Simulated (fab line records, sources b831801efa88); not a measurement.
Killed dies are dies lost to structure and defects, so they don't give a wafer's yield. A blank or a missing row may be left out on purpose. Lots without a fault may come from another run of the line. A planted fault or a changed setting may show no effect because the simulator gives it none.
Chamber matching | flow gf180mcu | GF_CONTACT_CMP_04 on cmp-01: 4 sister chambers
The step polishes SiO2. 4 wafers are shown with their chamber, then 12 later ones without.

WAFERS WITH THEIR CHAMBER
wafer  | chamber | motor_current_A (A)
L087.6 | 3       | 13.3
L091.2 | 2       | 14.1
L091.4 | 1       | 14.5
L091.6 | 0       | 12.5

WAFERS WITHOUT THEIR CHAMBER
wafer  | motor_current_A (A)
L092.1 | 12.5
L092.3 | 14.0
L092.4 | 12.6
L092.2 | 14.3
L092.5 | 13.6
L092.6 | 14.8
L095.1 | 13.7
L095.2 | 12.4
L095.4 | 14.8
L097.1 | 13.6
L097.2 | 12.1
L097.3 | 14.1

WHICH CHAMBER EACH WENT THROUGH
wafer  | from the rows above          | in truth
L092.1 | 0                            | 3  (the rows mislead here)
L092.3 | can't be placed: 2 or 1      | 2
L092.4 | 0                            | 0
L092.2 | can't be placed: 1 or 2      | 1
L092.5 | can't be placed: 3 or 2      | 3
L092.6 | can't be placed: 1 or 2      | 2
L095.1 | can't be placed: 3 or 2 or 1 | 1
L095.2 | 0                            | 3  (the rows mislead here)
L095.4 | can't be placed: 1 or 2      | 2
L097.1 | can't be placed: 3 or 2      | 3
L097.2 | 0                            | 0
L097.3 | can't be placed: 2 or 1      | 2
Placed correctly: 2 of 12. Can't be placed from these rows: 8 (the true chamber is among the candidates in 8). Placed wrongly: 2.
How it was worked out, from the rows above alone: a wafer's distance from a chamber is the root of the sum, over the readings, of the square of ((its reading less the chamber's mean) divided by the reading's scatter). The wafer belongs to the nearest chamber; if the next one is less than 2 further off, it can't be placed. A chamber's mean is the mean of its shown wafers. The scatter: with one shown wafer a chamber, the root of the mean of the squares of how far each hidden wafer lies from its nearest shown one.
